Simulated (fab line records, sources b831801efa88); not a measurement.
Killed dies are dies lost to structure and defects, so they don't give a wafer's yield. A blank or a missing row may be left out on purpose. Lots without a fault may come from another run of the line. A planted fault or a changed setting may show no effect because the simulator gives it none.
Chamber matching | flow gf180mcu | GF_V2_CVD_02 on pecvd-02: 3 sister chambers
The step deposits SiO2 from TEOS, target thk 850 nm, time 94.851 s. 14 wafers are shown with their chamber, then 7 later ones without.

WAFERS WITH THEIR CHAMBER
wafer  | chamber | heater_power_w (W) | susceptor_temp_C (C) | rf_fwd_power_W (W)
L270.1 | 1       | 587                | 399.76               | 599.2
L270.3 | 2       | 659                | 400.04               | 598.3
L270.6 | 1       | 647                | 400.09               | 600.3
L272.4 | 0       | 664                | 400.23               | 596.4
L272.5 | 1       | 590                | 400.00               | 598.6
L272.6 | 2       | 636                | 399.72               | 596.0
L273.1 | 1       | 602                | 400.19               | 596.0
L273.2 | 0       | 733                | 399.88               | 598.0
L273.4 | 1       | 663                | 400.02               | 593.6
L275.2 | 1       | 726                | 399.92               | 596.6
L275.4 | 1       | 571                | 400.00               | 595.1
L275.5 | 1       | 640                | 399.91               | 595.0
L277.2 | 1       | 609                | 400.07               | 597.8
L277.3 | 2       | 576                | 399.87               | 596.1

SIGNATURES (means of the wafers above)
reading          | chamber 0 | chamber 1 | chamber 2 | scatter within a chamber
heater_power_w   | 698.50    | 626.11    | 623.67    | 47.4
susceptor_temp_C | 400.0550  | 399.9956  | 399.8767  | 0.146
rf_fwd_power_W   | 597.200   | 596.911   | 596.800   | 2
Rule: a wafer's distance from a chamber is the root of the sum, over the readings, of the square of ((its reading less the chamber's mean) divided by the reading's scatter). The wafer belongs to the nearest chamber; if the next one is less than 2 further off, it can't be placed. The scatter: the root of (the sum of the squares of (reading less its chamber's mean) over the shown wafers, divided by (wafers less chambers)).

WAFERS WITHOUT THEIR CHAMBER
wafer  | heater_power_w (W) | susceptor_temp_C (C) | rf_fwd_power_W (W)
L277.4 | 641                | 399.92               | 597.0
L279.3 | 804                | 400.12               | 594.7
L279.4 | 567                | 399.80               | 596.5
L279.6 | 651                | 400.05               | 594.5
L280.2 | 585                | 400.00               | 595.9
L280.3 | 654                | 400.05               | 596.2
L280.6 | 792                | 400.15               | 594.5

WHICH CHAMBER EACH WENT THROUGH
wafer  | from the rows above          | in truth
L277.4 | can't be placed: 2 or 1 or 0 | 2
L279.3 | can't be placed: 0 or 1 or 2 | 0
L279.4 | can't be placed: 2 or 1 or 0 | 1
L279.6 | can't be placed: 1 or 0 or 2 | 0
L280.2 | can't be placed: 1 or 2 or 0 | 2
L280.3 | can't be placed: 1 or 0 or 2 | 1
L280.6 | can't be placed: 0 or 1 or 2 | 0
Placed correctly: 0 of 7. Can't be placed from these rows: 7 (the true chamber is among the candidates in 7). Placed wrongly: 0.
